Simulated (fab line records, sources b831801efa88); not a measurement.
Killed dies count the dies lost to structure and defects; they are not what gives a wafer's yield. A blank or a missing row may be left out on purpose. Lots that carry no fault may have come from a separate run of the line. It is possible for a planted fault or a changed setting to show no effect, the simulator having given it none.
fab line records + flow sky130
record:
- lots: 6
- wafers: 18
- last_day: 51
route steps=708 shown CONTACT@422 METAL1@434 PAD_OPEN@708
lots that met no fault: taken from a fault-free run of the same line
start_h: the number of hours between the record's first day and the start of the first shown wafer of the lot + wait_h: hours from the lot's prior step to this one + " identical to the entry in the row above + L1.1+2: a single row standing in for several wafers + - no value, or no start was given + * or withheld: withheld + < > ~ a bound
route shown NAME@n: names a module that has steps shown in the file, with the first one's number in the route + usual: mean/standard deviation of fault-free wafers + same: alike in all rows + chamber/n: place in a boat + sites: each site's reading + _std_site: the values' standard deviation + _edge_site: outer sites' mean less inner sites' + radius_mm: for every site, how far away it sits from the centre of the wafer + mask NAME#n: copy n + behind: the most recent tool/chamber to have shaped the wafer + hold: why the lot went on hold/how many hours it stayed there/how the hold came to an end + device: whichever transistor did not switch (one of n, p or np) + end of line: tests run on the same wafers once the route is complete + step lacking rows: just its recipe + killed: at the first sort, the dies lost to defects and structure; wafer yield is something else + map: a wafer's dies, marking killed ones x, the rest . and places with no die _
set.NAME: the setting the step ran with; set.NAME@STEP: the setting that earlier step ran with + model.NAME: the simulator's own value behind a step, which no gauge read
a table for each step, a row for each wafer; lots at some steps of the route
services: when a tool's chamber went out of use (start_h, in hours from the record's first day, below 0 if earlier), for how many hours, and the reason
== steps ==
step: SKY_CONTACT_ETCH_16
recipe:
- chemistry: N2/H2
- target: BARC
- ion_energy_ev: 200
- source_w: 500
- bias_w: 100
- pressure_mtorr: 30
- n2_flow_sccm: 100
- h2_flow_sccm: 200
- stop_on: SiO2
- time_s: 45.9
- target_depth_a: 600
usual:
- drypump_motor_current_A: 5.7/0.42
- oes_product_au: 0.855/0.0045
- rf_fwd_power_W: 494.5/2.3
- throttle_valve_pct: 13.225/0.0093
same:
- time_s: 45.9
| lot.wafer | tool        | chamber | start_h | wait_h | drypump_motor_current_A | oes_product_au | rf_fwd_power_W | rf_hours_counter_h | throttle_valve_pct |
|-----------|-------------|---------|---------|--------|-------------------------|----------------|----------------|--------------------|--------------------|
| L295.2    | rie_diel-01 | 3       | 768.90  | 0.0    | 5.6                     | 0.850          | 495.7          | 32                 | 13.216             |
| L295.3    | "           | 0       | "       | "      | 6.0                     | 0.857          | 489.1          | 8                  | 13.245             |
| L295.5    | "           | 3       | "       | "      | 5.6                     | 0.850          | 495.8          | -                  | 13.230             |
| L300.1    | rie_diel-02 | 3       | 811.03  | 0.0    | 5.8                     | 0.845          | 495.4          | 23                 | 13.226             |
| L300.2    | "           | 2       | "       | "      | 4.9                     | 0.849          | 495.2          | 13                 | 13.204             |
| L300.4    | "           | 0       | "       | "      | 5.3                     | 0.846          | 493.4          | 4                  | 13.220             |
| L301.2    | rie_diel-03 | 3       | 813.08  | 0.0    | 5.8                     | 0.852          | 492.0          | 6                  | 13.234             |
| L301.5    | "           | 2       | "       | "      | 6.4                     | 0.856          | 492.8          | -                  | 13.218             |
| L301.6    | "           | 3       | "       | "      | 5.8                     | 0.849          | 493.5          | -                  | 13.235             |
| L307.2    | rie_diel-02 | 2       | 863.55  | 0.0    | 4.9                     | 0.851          | 493.7          | 15                 | 13.240             |
| L307.3    | "           | 3       | "       | "      | 5.8                     | 0.855          | 495.2          | 25                 | 13.226             |
| L307.5    | "           | 1       | "       | "      | 5.5                     | 0.853          | 500.1          | -                  | 13.227             |
| L311.2    | rie_diel-01 | 1       | 909.63  | 0.0    | 5.1                     | 0.860          | 492.8          | 15                 | 13.206             |
| L311.3    | "           | 2       | "       | "      | 6.5                     | 0.856          | 495.9          | 2                  | 13.222             |
| L311.4    | "           | 0       | "       | "      | 6.0                     | 0.859          | 491.5          | 13                 | 13.219             |
| L315.1    | rie_diel-03 | 0       | 919.89  | 0.0    | 5.7                     | 0.850          | 493.2          | 27                 | 13.229             |
| L315.2    | "           | 3       | "       | "      | 5.8                     | 0.852          | 494.0          | 9                  | 13.231             |
| L315.3    | "           | 1       | "       | "      | 5.5                     | 0.858          | 499.5          | 14                 | 13.225             |
step: SKY_CONTACT_ETCH_17
recipe:
- target: SiO2
- chemistry: C4F8/O2/Ar
- stop_on: Si3N4
- mask_material: KrF-thick
- source_w: 1500
- bias_w: 1200
- pressure_mtorr: 40
- c4f8_flow_sccm: withheld
- O2_flow_sccm: 6
- Ar_flow_sccm: 300
- time_s: withheld
- target_depth_a: 3400
step: SKY_CONTACT_ETCH_18
recipe:
- target: Si3N4
- chemistry: CHF3/O2
- stop_on: TiN
- source_w: 600
- bias_w: 200
- pressure_mtorr: 40
- chf3_flow_sccm: 50
- O2_flow_sccm: 5
- time_s: 39
- target_depth_a: 750
step: SKY_CONTACT_STRIP_19
recipe:
- chemistry: O2/N2
- power_w: 1400
- pressure_mtorr: 1500
- platen_temp_c: withheld
- o2_flow_sccm: 3000
- n2_flow_sccm: 300
- overash_fraction: 0.5
usual:
- drypump_motor_current_A: 6.0/0.48
- oes_product_au: 0.381/0.0047
- strip_time_to_endpoint_s: 3.616/0.027
same:
- overash_fraction: 0.5
| lot.wafer | tool            | chamber | start_h | wait_h | drypump_motor_current_A | oes_product_au | rf_hours_counter_h | strip_time_to_endpoint_s |
|-----------|-----------------|---------|---------|--------|-------------------------|----------------|--------------------|--------------------------|
| L295.2    | plasma_asher-01 | 0       | 769.03  | -      | 6.4                     | 0.377          | 67                 | 3.634                    |
| L295.3    | "               | 1       | "       | "      | 6.5                     | 0.376          | -                  | 3.607                    |
| L295.5    | "               | 1       | "       | "      | 6.4                     | 0.383          | -                  | 3.648                    |
| L300.1    | plasma_asher-04 | 0       | 811.16  | -      | 5.5                     | 0.393          | 7                  | 3.602                    |
| L300.2    | "               | 1       | "       | "      | 5.6                     | 0.382          | 7                  | 3.640                    |
| L300.4    | "               | 1       | "       | "      | 5.6                     | 0.382          | -                  | 3.594                    |
| L301.2    | plasma_asher-01 | 0       | 813.21  | -      | 6.4                     | 0.380          | 71                 | 3.617                    |
| L301.5    | "               | 1       | "       | "      | 6.5                     | 0.391          | -                  | 3.663                    |
| L301.6    | "               | 0       | "       | "      | 6.4                     | 0.384          | -                  | 3.614                    |
| L307.2    | plasma_asher-01 | 0       | 863.69  | -      | 6.4                     | 0.387          | 76                 | 3.630                    |
| L307.3    | "               | 0       | "       | "      | 6.4                     | 0.381          | -                  | 3.611                    |
| L307.5    | "               | 0       | "       | "      | 6.4                     | 0.374          | -                  | 3.611                    |
| L311.2    | plasma_asher-04 | 0       | 909.76  | -      | 5.5                     | 0.387          | 18                 | 3.605                    |
| L311.3    | "               | 1       | "       | "      | 5.6                     | 0.384          | -                  | 3.613                    |
| L311.4    | "               | 0       | "       | "      | 5.5                     | 0.374          | -                  | 3.575                    |
| L315.1    | plasma_asher-04 | 1       | 920.02  | -      | 5.6                     | 0.382          | 19                 | 3.626                    |
| L315.2    | "               | 0       | "       | "      | 5.6                     | 0.377          | 19                 | 3.640                    |
| L315.3    | "               | 1       | "       | "      | 5.6                     | 0.384          | -                  | 3.636                    |
step: SKY_CONTACT_STRIP_20
recipe:
- chemistry: post_etch_residue_remover
- time_s: 1200
- temp_c: 72.5
step: SKY_CONTACT_CLEAN_21
recipe:
- chemistry: IPA
- time_s: 180
- temp_c: 25
step: SKY_CONTACT_CLEAN_22
recipe:
- chemistry: O3/DIW
- dry: n2_spin
step: SKY_CONTACT_SPUTTER_23
recipe:
- material: TiN
- target_thk_nm: 20
- chamber_pressure_pa: 5
- power_w: 4000
- time_s: 80
usual:
- chamber_pressure_pa: 5.000/0.0098
- throttle_valve_pct: 29.6/1.2
same:
- time_s: 80
| lot.wafer | tool           | chamber | start_h | wait_h | chamber_pressure_pa | throttle_valve_pct |
|-----------|----------------|---------|---------|--------|---------------------|--------------------|
| L295.2    | pvd_sputter-04 | -       | 769.67  | 0.0    | 4.995               | 30.1               |
| L295.3    | "              | -       | "       | "      | 4.990               | 31.4               |
| L295.5    | "              | -       | "       | "      | 5.008               | 30.8               |
| L300.1    | pvd_sputter-04 | -       | 811.75  | 0.0    | 5.011               | 28.8               |
| L300.2    | "              | -       | "       | "      | 5.007               | 31.3               |
| L300.4    | "              | -       | "       | "      | 5.000               | 29.8               |
| L301.2    | pvd_sputter-03 | -       | 813.84  | 0.0    | 4.994               | 31.1               |
| L301.5    | "              | -       | "       | "      | 4.979               | 28.6               |
| L301.6    | "              | -       | "       | "      | 5.017               | 29.7               |
| L307.2    | pvd_sputter-01 | -       | 864.28  | 0.0    | 5.013               | 29.9               |
| L307.3    | "              | -       | "       | "      | 5.000               | 31.1               |
| L307.5    | "              | -       | "       | "      | 5.012               | 28.6               |
| L311.2    | pvd_sputter-03 | -       | 910.36  | 0.0    | 4.991               | 28.4               |
| L311.3    | "              | -       | "       | "      | 4.994               | 29.8               |
| L311.4    | "              | -       | "       | "      | 4.982               | 27.6               |
| L315.1    | pvd_sputter-01 | -       | 920.61  | 0.0    | 4.986               | 31.1               |
| L315.2    | "              | -       | "       | "      | 4.987               | 29.0               |
| L315.3    | "              | -       | "       | "      | 4.997               | 30.3               |
step: SKY_CONTACT_CVD_24
recipe:
- material: W
- target_thk_nm: 340
- time_s: 102.12
- temp_c: 400
- pressure_torr: 40
usual:
- heater_power_outer_w: 499/43
- heater_power_w: 805/35
same:
- time_s: 102.12
| lot.wafer | tool     | chamber | start_h | wait_h | heater_power_outer_w | heater_power_w |
|-----------|----------|---------|---------|--------|----------------------|----------------|
| L295.2    | cvd_w-01 | 1       | 769.73  | 0.0    | 556                  | 858            |
| L295.3    | "        | 0       | "       | "      | 512                  | 821            |
| L295.5    | "        | 1       | "       | "      | 567                  | 849            |
| L300.1    | cvd_w-01 | 0       | 811.81  | 0.0    | 505                  | 821            |
| L300.2    | "        | 1       | "       | "      | 578                  | 844            |
| L300.4    | "        | 1       | "       | "      | 549                  | 860            |
| L301.2    | cvd_w-01 | 0       | 813.90  | 0.0    | 504                  | 842            |
| L301.5    | "        | 1       | "       | "      | 555                  | 894            |
| L301.6    | "        | 0       | "       | "      | 521                  | 828            |
| L307.2    | cvd_w-02 | 1       | 864.34  | 0.0    | 458                  | 772            |
| L307.3    | "        | 1       | "       | "      | 460                  | 777            |
| L307.5    | "        | 1       | "       | "      | 449                  | 774            |
| L311.2    | cvd_w-02 | 0       | 910.42  | 0.0    | 484                  | 789            |
| L311.3    | "        | 1       | "       | "      | 449                  | 777            |
| L311.4    | "        | 0       | "       | "      | 493                  | 795            |
| L315.1    | cvd_w-01 | 1       | 920.67  | 0.0    | 562                  | 841            |
| L315.2    | "        | 0       | "       | "      | 502                  | 808            |
| L315.3    | "        | 1       | "       | "      | 563                  | 844            |
step: SKY_CONTACT_RS_MEAS_25
recipe:
- thk_meas_gauge: four-point-probe
- reads: W_of_CONTACT_CVD_24+TiN_of_CONTACT_SPUTTER_23
usual:
- CONTACT_W_RS: 0.335/0.0076
| lot.wafer | tool          | chamber | start_h | wait_h | CONTACT_W_RS[ohm/sq] |
|-----------|---------------|---------|---------|--------|----------------------|
| L295.2    | film_metro-01 | -       | 769.86  | 0.1    | 0.336                |
| L295.3    | "             | -       | "       | "      | 0.337                |
| L295.5    | "             | -       | "       | "      | 0.334                |
| L300.1    | film_metro-02 | -       | 811.92  | 0.1    | 0.339                |
| L300.2    | "             | -       | "       | "      | 0.338                |
| L300.4    | "             | -       | "       | "      | 0.338                |
| L301.2    | film_metro-02 | -       | 814.03  | 0.1    | 0.339                |
| L301.5    | "             | -       | "       | "      | 0.340                |
| L301.6    | "             | -       | "       | "      | 0.341                |
| L307.2    | film_metro-03 | -       | 864.47  | 0.1    | 0.324                |
| L307.3    | "             | -       | "       | "      | 0.322                |
| L307.5    | "             | -       | "       | "      | 0.325                |
| L311.2    | film_metro-02 | -       | 910.55  | 0.1    | 0.338                |
| L311.3    | "             | -       | "       | "      | 0.326                |
| L311.4    | "             | -       | "       | "      | 0.341                |
| L315.1    | film_metro-02 | -       | 920.78  | 0.1    | 0.343                |
| L315.2    | "             | -       | "       | "      | 0.343                |
| L315.3    | "             | -       | "       | "      | 0.341                |
step: SKY_CONTACT_THK_MEAS_26
recipe:
- thk_meas_gauge: xrf
- reads: W_of_CONTACT_CVD_24
usual:
- CONTACT_W_THK: 334/8
| lot.wafer | tool          | chamber | start_h | wait_h | CONTACT_W_THK[nm] |
|-----------|---------------|---------|---------|--------|-------------------|
| L295.2    | film_metro-01 | -       | 769.97  | 0.1    | 331               |
| L295.3    | "             | -       | "       | "      | 329               |
| L295.5    | "             | -       | "       | "      | 332               |
| L300.1    | film_metro-02 | -       | 812.04  | 0.1    | 332               |
| L300.2    | "             | -       | "       | "      | 333               |
| L300.4    | "             | -       | "       | "      | 332               |
| L301.2    | film_metro-02 | -       | 814.14  | 0.1    | 330               |
| L301.5    | "             | -       | "       | "      | 331               |
| L301.6    | "             | -       | "       | "      | 330               |
| L307.2    | film_metro-03 | -       | 864.58  | 0.1    | 342               |
| L307.3    | "             | -       | "       | "      | 346               |
| L307.5    | "             | -       | "       | "      | 342               |
| L311.2    | film_metro-02 | -       | 910.66  | 0.1    | 331               |
| L311.3    | "             | -       | "       | "      | 344               |
| L311.4    | "             | -       | "       | "      | 328               |
| L315.1    | film_metro-02 | -       | 920.90  | 0.1    | 330               |
| L315.2    | "             | -       | "       | "      | 328               |
| L315.3    | "             | -       | "       | "      | 330               |
step: SKY_CONTACT_CMP_27
recipe:
- stop_on: SiO2
- t_overpolish_s: 15
- down_force_psi: 3.5
- platen_rpm: 60
- target_thk_nm: 0
- pad_velocity_m_s: 0.94248
usual:
- motor_current_A: 11.8/1.4
- overpolish_run_s: 15.000/0.0091
- time_to_endpoint_s: 83/4.4
| lot.wafer | tool   | chamber | start_h | wait_h | motor_current_A | overpolish_run_s | time_to_endpoint_s |
|-----------|--------|---------|---------|--------|-----------------|------------------|--------------------|
| L295.2    | cmp-02 | 3       | 770.12  | 0.1    | 10.1            | 14.986           | 80                 |
| L295.3    | "      | 0       | "       | "      | 9.6             | 15.006           | 79                 |
| L295.5    | "      | 2       | "       | "      | 12.7            | 15.010           | 77                 |
| L300.1    | cmp-02 | 1       | 812.15  | 0.1    | 11.0            | 15.002           | 76                 |
| L300.2    | "      | 2       | "       | "      | 12.9            | 14.995           | 77                 |
| L300.4    | "      | 3       | "       | "      | 10.4            | 14.990           | 80                 |
| L301.2    | cmp-02 | 1       | 814.34  | 0.2    | 11.5            | 14.999           | 74                 |
| L301.5    | "      | 2       | "       | "      | 12.5            | 14.995           | 73                 |
| L301.6    | "      | 3       | "       | "      | 11.0            | 14.997           | 77                 |
| L307.3    | cmp-02 | 3       | 864.73  | 0.1    | 10.6            | 14.985           | 84                 |
| L307.2    | "      | 0       | "       | "      | 9.4             | 14.996           | 82                 |
| L307.5    | "      | 2       | "       | "      | 12.5            | 15.006           | 80                 |
| L311.2    | cmp-02 | 0       | 910.71  | 0.0    | 10.0            | 15.007           | 82                 |
| L311.4    | "      | 1       | "       | "      | 11.2            | 14.987           | 79                 |
| L311.3    | "      | 2       | "       | "      | 12.2            | 15.017           | 83                 |
| L315.3    | cmp-01 | 0       | 921.01  | 0.1    | 12.2            | 15.001           | 84                 |
| L315.2    | "      | 1       | "       | "      | 11.6            | 14.997           | 82                 |
| L315.1    | "      | 2       | "       | "      | 12.5            | 15.000           | 79                 |
step: SKY_METAL1_SPUTTER_00
recipe:
- material: Ti
- target_thk_nm: 15
- power_w: 3000
- time_s: 10
- chamber_pressure_pa: 0.4
usual:
- chamber_pressure_pa: 0.3999/0.00084
- throttle_valve_pct: 29.5/0.9
same:
- time_s: 10
| lot.wafer | tool           | chamber | start_h | wait_h | chamber_pressure_pa | throttle_valve_pct | model.Ti_of_METAL1_SPUTTER_00.thk_nm |
|-----------|----------------|---------|---------|--------|---------------------|--------------------|--------------------------------------|
| L295.2    | pvd_sputter-03 | -       | 770.32  | 0.1    | 0.4003              | 27.7               | 15.05                                |
| L295.3    | "              | -       | "       | "      | 0.3995              | 29.9               | 15.18                                |
| L295.5    | "              | -       | "       | "      | 0.4001              | 29.9               | 15.09                                |
| L300.1    | pvd_sputter-01 | -       | 812.40  | 0.2    | 0.3472              | 30.7               | 15.17                                |
| L300.2    | "              | -       | "       | "      | 0.3489              | 32.2               | 15.21                                |
| L300.4    | "              | -       | "       | "      | 0.3455              | 33.2               | 15.2                                 |
| L301.2    | pvd_sputter-01 | -       | 814.49  | 0.1    | 0.3480              | 32.5               | 15.41                                |
| L301.5    | "              | -       | "       | "      | 0.3461              | 30.8               | 15.42                                |
| L301.6    | "              | -       | "       | "      | 0.3486              | 30.8               | 15.43                                |
| L307.2    | pvd_sputter-02 | -       | 864.93  | 0.1    | 0.4003              | 29.5               | 14.61                                |
| L307.3    | "              | -       | "       | "      | 0.4019              | 29.5               | 14.91                                |
| L307.5    | "              | -       | "       | "      | 0.3993              | 29.4               | 14.74                                |
| L311.2    | pvd_sputter-01 | -       | 911.04  | 0.3    | 0.4013              | 30.8               | 14.74                                |
| L311.3    | "              | -       | "       | "      | 0.3982              | 28.9               | 15.07                                |
| L311.4    | "              | -       | "       | "      | 0.3994              | 29.0               | 15.18                                |
| L315.1    | pvd_sputter-02 | -       | 921.26  | 0.1    | 0.3996              | 29.4               | 14.66                                |
| L315.2    | "              | -       | "       | "      | 0.4004              | 29.4               | 14.89                                |
| L315.3    | "              | -       | "       | "      | 0.4004              | 29.5               | 14.92                                |
step: SKY_METAL1_SPUTTER_01
recipe:
- material: TiN
- target_thk_nm: 20
- power_w: 6500
- time_s: 16.7
- chamber_pressure_pa: 0.4
step: SKY_PAD_OPEN_PROBE_99
usual:
- defect_limited_yield: 82.4/1.8
- killed_at_M0_to_M3: 43/6.6
- killed_at_M4_up: 3.1/1.9
- killed_at_contacts: 24/5.2
- killed_at_front_end: 16/4.5
- killed_at_other: 0.4/0.62
- killed_dies: 87/9
- killed_on_rim: 17/3.7
- killed_open: 48/7
- killed_short: 39/6.2
- sort_bin_3_pad_short: 0.9/0.44
- sort_bin_5_function: 10.3/1.3
- sort_bin_6_memory: 6.5/1.1
- sort_n_pass: 405/9
- sort_yield_pct: 82.4/1.8
same:
- gross_dies: 492
- killed_at_back_side: 0
- sort_bin_4_leakage[%]: 0
- sort_bin_8_speed[%]: 0
| lot.wafer | tool      | chamber | start_h | wait_h | defect_limited_yield[%] | killed_at_M0_to_M3 | killed_at_M4_up | killed_at_contacts | killed_at_front_end | killed_at_other | killed_dies | killed_on_rim | killed_open | killed_short | sort_bin_3_pad_short[%] | sort_bin_5_function[%] | sort_bin_6_memory[%] | sort_n_pass | sort_yield_pct[%] |
|-----------|-----------|---------|---------|--------|-------------------------|--------------------|-----------------|--------------------|---------------------|-----------------|-------------|---------------|-------------|--------------|-------------------------|------------------------|----------------------|-------------|-------------------|
| L295.2    | prober-02 | -       | 1108.07 | 0.1    | 85.0                    | 37                 | 3               | 19                 | 15                  | 0               | 74          | 14            | 37          | 37           | 1.8                     | 8.9                    | 4.3                  | 418         | 85.0              |
| L295.3    | prober-02 | -       | 1108.12 | 0.2    | 82.5                    | 46                 | 5               | 17                 | 18                  | 0               | 86          | 18            | 37          | 49           | 0.8                     | 9.3                    | 7.3                  | 406         | 82.5              |
| L295.5    | prober-02 | -       | 1108.22 | 0.2    | 81.1                    | 47                 | 4               | 24                 | 18                  | 0               | 93          | 20            | 52          | 41           | 2.0                     | 10.4                   | 6.5                  | 399         | 81.1              |
| L300.1    | prober-01 | -       | 1140.95 | 0.1    | 84.6                    | 38                 | 4               | 23                 | 10                  | 1               | 76          | 16            | 36          | 40           | 1.6                     | 8.1                    | 5.7                  | 416         | 84.6              |
| L300.2    | prober-01 | -       | 1141.00 | 0.1    | 80.5                    | 47                 | 3               | 27                 | 19                  | 0               | 96          | 16            | 64          | 32           | 1.0                     | 10.6                   | 7.9                  | 396         | 80.5              |
| L300.4    | prober-01 | -       | 1141.10 | 0.2    | 81.7                    | 42                 | 2               | 27                 | 18                  | 1               | 90          | 21            | 47          | 43           | 0.4                     | 11.4                   | 6.5                  | 402         | 81.7              |
| L301.2    | prober-01 | -       | 1143.21 | 0.1    | 81.5                    | 47                 | 4               | 23                 | 17                  | 0               | 91          | 19            | 52          | 39           | 1.2                     | 12.4                   | 4.9                  | 401         | 81.5              |
| L301.5    | prober-01 | -       | 1143.36 | 0.2    | 80.3                    | 45                 | 1               | 26                 | 24                  | 1               | 97          | 24            | 53          | 43           | 1.8                     | 10.4                   | 7.5                  | 395         | 80.3              |
| L301.6    | prober-01 | -       | 1143.41 | 0.2    | 80.9                    | 37                 | 5               | 26                 | 25                  | 1               | 94          | 17            | 53          | 41           | 0.8                     | 12.4                   | 5.9                  | 398         | 80.9              |
| L307.2    | prober-01 | -       | 1178.28 | 0.1    | 80.1                    | 47                 | 2               | 34                 | 15                  | 0               | 98          | 15            | 46          | 51           | 1.4                     | 12.4                   | 6.1                  | 394         | 80.1              |
| L307.3    | prober-01 | -       | 1178.33 | 0.2    | 81.7                    | 35                 | 2               | 35                 | 18                  | 0               | 90          | 22            | 50          | 40           | 1.2                     | 10.2                   | 6.9                  | 402         | 81.7              |
| L307.5    | prober-01 | -       | 1178.43 | 0.2    | 76.2                    | 55                 | 4               | 38                 | 18                  | 2               | 117         | 27            | 65          | 51           | 0.8                     | 14.2                   | 8.7                  | 375         | 76.2              |
| L311.2    | prober-01 | -       | 1207.18 | 0.1    | 86.6                    | 31                 | 4               | 18                 | 12                  | 1               | 66          | 15            | 35          | 31           | 0                       | 7.3                    | 6.1                  | 426         | 86.6              |
| L311.3    | prober-01 | -       | 1207.23 | 0.2    | 87.2                    | 37                 | 1               | 11                 | 14                  | 0               | 63          | 13            | 37          | 24           | 0.8                     | 7.9                    | 4.1                  | 429         | 87.2              |
| L311.4    | prober-01 | -       | 1207.28 | 0.2    | 81.7                    | 54                 | 6               | 20                 | 10                  | 0               | 90          | 20            | 41          | 48           | 1.0                     | 8.1                    | 9.1                  | 402         | 81.7              |
| L315.1    | prober-01 | -       | 1216.11 | 0.1    | 82.1                    | 38                 | 4               | 27                 | 18                  | 1               | 88          | 15            | 51          | 37           | 0.8                     | 11.8                   | 5.3                  | 404         | 82.1              |
| L315.2    | prober-01 | -       | 1216.16 | 0.1    | 83.7                    | 41                 | 1               | 27                 | 11                  | 0               | 80          | 18            | 47          | 33           | 0.6                     | 9.3                    | 6.3                  | 412         | 83.7              |
| L315.3    | prober-01 | -       | 1216.21 | 0.2    | 82.1                    | 43                 | 2               | 26                 | 16                  | 1               | 88          | 13            | 47          | 41           | 1.0                     | 10.0                   | 6.9                  | 404         | 82.1              |
killed by level:class
L295.2 VIA1:geometric_particle:open=8 CONTACT:geometric_particle:open=7 METAL2:geometric_particle:short=5 VIA1:geometric_particle:short=5 CONTACT:geometric_particle:short=5 VIA2:geometric_particle:short=5 FIELD_ISO:geometric_particle:open=4 VIA2:geometric_particle:open=4
L295.3 VIA1:geometric_particle:open=12 METAL2:geometric_particle:short=8 FIELD_ISO:geometric_particle:open=7 METAL1:geometric_particle:short=7 LOCAL_INTERCONNECT:geometric_particle:short=5 VIA1:geometric_particle:short=5 POLY_GATE:geometric_particle:short=4 LI_CONTACT:geometric_particle:short=4
L295.5 VIA1:geometric_particle:open=14 CONTACT:geometric_particle:open=8 VIA3:geometric_particle:open=7 POLY_GATE:geometric_particle:open=6 VIA1:geometric_particle:short=6 POLY_GATE:geometric_particle:short=5 LI_CONTACT:geometric_particle:open=5 METAL1:geometric_particle:short=5
L300.1 VIA1:geometric_particle:open=10 METAL1:geometric_particle:short=9 LOCAL_INTERCONNECT:geometric_particle:short=7 CONTACT:geometric_particle:open=7 LI_CONTACT:geometric_particle:open=4 VIA3:geometric_particle:open=4 FIELD_ISO:geometric_particle:short=3 CONTACT:geometric_particle:short=3
L300.2 VIA3:geometric_particle:open=11 LI_CONTACT:geometric_particle:open=9 CONTACT:geometric_particle:open=8 VIA1:geometric_particle:open=8 VIA2:geometric_particle:open=7 METAL2:geometric_particle:short=6 FIELD_ISO:geometric_particle:open=5 POLY_GATE:geometric_particle:open=5
L300.4 CONTACT:geometric_particle:open=16 VIA1:geometric_particle:open=11 METAL2:geometric_particle:short=7 METAL1:geometric_particle:short=7 FIELD_ISO:geometric_particle:short=6 LI_CONTACT:geometric_particle:open=5 FIELD_ISO:geometric_particle:open=4 POLY_GATE:geometric_particle:open=4
L301.2 VIA1:geometric_particle:open=12 CONTACT:geometric_particle:open=7 VIA2:geometric_particle:open=7 FIELD_ISO:geometric_particle:short=6 FIELD_ISO:geometric_particle:open=5 LI_CONTACT:geometric_particle:open=5 VIA2:geometric_particle:short=5 METAL2:geometric_particle:short=5
L301.5 FIELD_ISO:geometric_particle:open=8 VIA1:geometric_particle:open=8 LI_CONTACT:geometric_particle:open=7 CONTACT:geometric_particle:open=7 VIA2:geometric_particle:open=7 LOCAL_INTERCONNECT:geometric_particle:short=6 CONTACT:geometric_particle:short=6 VIA3:geometric_particle:open=5
L301.6 CONTACT:geometric_particle:open=10 VIA1:geometric_particle:open=9 LI_CONTACT:geometric_particle:open=9 FIELD_ISO:geometric_particle:open=8 POLY_GATE:geometric_particle:short=5 POLY_GATE:geometric_particle:open=5 CONTACT:geometric_particle:short=5 METAL2:geometric_particle:short=5
L307.2 CONTACT:geometric_particle:open=13 VIA1:geometric_particle:open=9 METAL1:geometric_particle:short=8 LI_CONTACT:geometric_particle:short=7 LI_CONTACT:geometric_particle:open=7 METAL2:geometric_particle:short=7 VIA2:geometric_particle:open=7 CONTACT:geometric_particle:short=5
L307.3 VIA1:geometric_particle:open=13 CONTACT:geometric_particle:open=10 CONTACT:geometric_particle:short=10 LI_CONTACT:geometric_particle:open=9 VIA3:geometric_particle:open=6 VIA1:geometric_particle:short=5 FIELD_ISO:geometric_particle:open=4 POLY_GATE:geometric_particle:open=4
L307.5 VIA1:geometric_particle:open=17 CONTACT:geometric_particle:open=15 LI_CONTACT:geometric_particle:open=9 METAL2:geometric_particle:short=8 VIA2:geometric_particle:open=7 POLY_GATE:geometric_particle:open=6 CONTACT:geometric_particle:short=6 LOCAL_INTERCONNECT:geometric_particle:short=4
L311.2 VIA1:geometric_particle:open=8 VIA2:geometric_particle:open=7 CONTACT:geometric_particle:open=6 METAL2:geometric_particle:short=5 LI_CONTACT:geometric_particle:open=4 POLY_GATE:geometric_particle:short=3 LOCAL_INTERCONNECT:geometric_particle:short=3 VIA1:geometric_particle:short=3
L311.3 VIA1:geometric_particle:open=8 VIA1:geometric_particle:short=6 VIA3:geometric_particle:open=6 VIA2:geometric_particle:open=5 POLY_GATE:geometric_particle:short=4 LI_CONTACT:geometric_particle:open=4 CONTACT:geometric_particle:open=4 METAL2:geometric_particle:short=4
L311.4 METAL2:geometric_particle:short=11 LI_CONTACT:geometric_particle:open=7 CONTACT:geometric_particle:open=7 VIA1:geometric_particle:short=7 VIA1:geometric_particle:open=7 VIA2:geometric_particle:open=6 METAL4:geometric_particle:short=5 METAL3:geometric_particle:short=5
L315.1 VIA1:geometric_particle:open=9 CONTACT:geometric_particle:open=8 LI_CONTACT:geometric_particle:open=7 VIA2:geometric_particle:open=7 FIELD_ISO:geometric_particle:open=6 LI_CONTACT:geometric_particle:short=6 POLY_GATE:geometric_particle:short=5 VIA1:geometric_particle:short=5
L315.2 LI_CONTACT:geometric_particle:short=11 VIA3:geometric_particle:open=10 CONTACT:geometric_particle:open=8 VIA2:geometric_particle:open=6 VIA1:geometric_particle:open=5 FIELD_ISO:geometric_particle:open=4 LI_CONTACT:geometric_particle:open=4 METAL1:geometric_particle:short=3
L315.3 VIA1:geometric_particle:open=11 LI_CONTACT:geometric_particle:open=8 CONTACT:geometric_particle:open=8 METAL1:geometric_particle:short=6 FIELD_ISO:geometric_particle:open=5 LI_CONTACT:geometric_particle:short=4 METAL2:geometric_particle:short=4 VIA1:geometric_particle:short=4
== services ==
| tool            | chamber | start_h | hours | kind   |
|-----------------|---------|---------|-------|--------|
| pvd_sputter-02  | -       | 745.00  | 10.9  | repair |
| plasma_asher-01 | -       | 769.49  | 1.9   | repair |
| rie_diel-01     | 2       | 773.41  | 15.3  | repair |
| plasma_asher-01 | -       | 785.53  | 2.8   | pm     |
| pvd_sputter-04  | -       | 794.38  | 2.2   | repair |
| rie_diel-03     | 3       | 806.12  | 5.0   | repair |
| cvd_w-02        | -       | 810.75  | 6.9   | pm     |
| pvd_sputter-01  | -       | 815.64  | 29.9  | repair |
| pvd_sputter-02  | -       | 819.87  | 9.2   | repair |
| pvd_sputter-02  | -       | 825.27  | 1.7   | repair |
| rie_diel-03     | 1       | 831.31  | 5.2   | repair |
| rie_diel-02     | -       | 834.16  | 2.8   | pm     |
| rie_diel-03     | 1       | 839.52  | 13.1  | repair |
| rie_diel-02     | 0       | 845.38  | 17.4  | repair |
| cvd_w-02        | -       | 851.18  | 1.1   | repair |
| rie_diel-03     | -       | 853.39  | 0.6   | repair |
| cmp-02          | -       | 867.86  | 8.9   | pm     |
| rie_diel-03     | 1       | 868.16  | 4.5   | repair |
| cmp-02          | -       | 881.98  | 0.5   | repair |
| plasma_asher-04 | -       | 887.83  | 0.8   | repair |
| cvd_w-01        | -       | 904.00  | 14.0  | pm     |
| plasma_asher-04 | -       | 910.53  | 2.4   | repair |
| cvd_w-01        | -       | 911.56  | 1.4   | repair |
| cmp-02          | -       | 912.00  | 4.0   | pm     |
== key ==
first_sign:
- step: SKY_METAL1_SPUTTER_00
- reading: chamber_pressure_pa
- direction: down
- sigmas: 62
- usual: 0.3999
- struck: 0.3474
effect:
- step: SKY_METAL1_SPUTTER_00
- reading: throttle_valve_pct
- direction: up
- sigmas: 2.4
- usual: 29.5
- struck: 31.7
model_effect:
- step: SKY_METAL1_SPUTTER_00
- value: Ti_of_METAL1_SPUTTER_00.thk_nm
- without: 15.01
- struck: 15.31
met_at SKY_METAL1_SPUTTER_00
struck_wafers L300.1,L300.2,L300.4,L301.2,L301.5,L301.6
fault:
- kind: process_parameter_drift
- tool: pvd_sputter-01
- chamber: -
- onset_h: 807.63
- steps: SKY_METAL1_SPUTTER_00
- channel: chamber_pressure_pa
- offset: -0.052314
- shape: step
- end_h: 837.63
- acts_in: these_recipes_only
- stated: 0.4
